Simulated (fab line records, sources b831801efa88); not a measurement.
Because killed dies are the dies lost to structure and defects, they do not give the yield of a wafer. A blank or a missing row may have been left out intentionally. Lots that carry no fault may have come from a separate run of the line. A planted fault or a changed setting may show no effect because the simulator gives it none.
A lot that was struck, set against a sound lot	flow sky130	16 out of 708 route steps
Sound: these wafers, L524.2, L524.4, L524.5. Struck: wafer L530.1 (left out: L530.2, L530.4 of the same lot, which were not struck); the cause appears at the end.
Order at every step that has rows: each side's tool, ch and its chambers, its first start. Under that, the readings that differ: sound wafers	struck wafers	difference of the means	sigmas: that difference in standard deviations of wafers without a fault.
alike: a reading whose means differ by less than 2 such deviations, as well as words and numbers matching on both sides. not compared: withheld readings; readings where some wafer has no value; bounds like >300 that might hide an equal value; numbers whose values overlap and for which the record gives no deviation.
Wherever a step has rows on one side only, a row that says differs or no value, or a row with sigmas, the two part there. Non-overlapping numbers with no deviation appear without sigmas and do not part them. A reading that every wafer of one side lacks parts them only if that side has two wafers or more.

first, 2 steps without rows for these wafers: SKY_METAL4_PEB_11; SKY_METAL4_DEVELOP_12 (develop time 60 s).
SKY_METAL4_CD_MEAS_13: target cd 300 nm.
  struck on cdSem-01, day 45 14:26; sound on cdSem-02, day 43 16:05
reading	sound	struck	difference	sigmas
cdNm (nm)	297.0 297.2 298.0	301.5	+4.1	+3
SKY_METAL4_OVL_MEAS_14:
  struck on overlay-02, day 45 14:34; sound on overlay-01, day 43 16:11
  alike: METAL4_OVL
SKY_METAL4_DESCUM_15: chemistry O2, time 8 s.
  sound on rieMetal-03 ch 0,1, day 43 16:13; struck on rieMetal-01 ch 1, day 45 14:35
  alike: chamberPressureMTorr, drypumpMotorCurrentA, oesProductAu, tempC
  not compared: rfHoursCounterH
then, 1 step without rows for these wafers: SKY_METAL4_ETCH_16 (etches BARC in N2/H2, stops on SiO2, time 88.2 s, target depth 60 nm).
SKY_METAL4_ETCH_17: etches SiO2 in C4F8/O2/Ar, stops on TiN, time 3.9 s, target depth 15 nm.
  sound on rieDiel-03 ch 0,2, day 43 16:21; struck on rieDiel-02 ch 3, day 45 14:43
  alike: chamberPressureMTorr, oesProductAu
  not compared: rfHoursCounterH
SKY_METAL4_METAL_ETCH_18: etches the open film in Cl2/BCl3, stops on SiO2, target depth 845 nm, time 183.1 s.
  sound on rieMetal-01 ch 0,1, day 43 16:22; struck on rieMetal-03 ch 1, day 45 14:44
reading	sound	struck	difference	sigmas
drypumpMotorCurrentA (A)	6.5 6.2 6.5	5.1	-1.3	-2
  alike: chamberPressureMTorr, oesProductAu, throttleValvePct
  not compared: rfHoursCounterH
SKY_METAL4_STRIP_19: strips in O2/N2.
  sound on plasmaAsher-02 ch 0,1, day 43 16:33; struck on plasmaAsher-02 ch 1, day 45 14:55
  alike: chamberPressureMTorr, drypumpMotorCurrentA, oesProductAu, stripTimeToEndpointS
  not compared: rfHoursCounterH
then, 3 steps without rows for these wafers: SKY_METAL4_STRIP_20 (strips in post etch residue remover, time 1200 s); SKY_METAL4_CLEAN_21 (cleans in IPA, time 180 s); SKY_METAL4_CLEAN_22 (cleans in O3/DIW).
SKY_VIA4_HDPCVD_00: deposits SiO2, target thk 1750 nm, time 291.7 s.
  sound on hdpcvd-01 ch 0,2, day 43 17:08; struck on hdpcvd-01 ch 0, day 45 15:33
reading	sound	struck	difference	sigmas
runLengthS (s)	320.6 320.5 319.4	425.4	+105.2	+99 or more
model.SiO2_of_VIA4_HDPCVD_00.thkNm (nm)	1749 1736 1748	2395	+651	
SKY_VIA4_THK_MEAS_01:
  struck on filmMetro-03, day 45 15:58; sound on filmMetro-03, day 43 17:20
reading	sound	struck	difference	sigmas
VIA4_HDPCVD_THK (nm)	1750 1734 1750	2396	+651	+47
  not compared: hold
SKY_VIA4_CMP_02: polishes SiO2.
  sound on cmp-01 ch 0,1,2, day 43 17:34; struck on cmp-01 ch 3, day 45 18:52
reading	sound	struck	difference	sigmas
hold	- - -	awaitDispo/2.7h/release	no value on the sound wafers	
  alike: motorCurrentA, slurryFlowMlMin
SKY_PAD_OPEN_PROBE_99:
  sound wafers here have rows in the record (prober-01, day 47 11:53); struck ones have none

WHERE THEY PART
Last at SKY_PAD_OPEN_PROBE_99 as far as this record goes, first at SKY_METAL4_CD_MEAS_13.

WHY: whatever the simulator had introduced
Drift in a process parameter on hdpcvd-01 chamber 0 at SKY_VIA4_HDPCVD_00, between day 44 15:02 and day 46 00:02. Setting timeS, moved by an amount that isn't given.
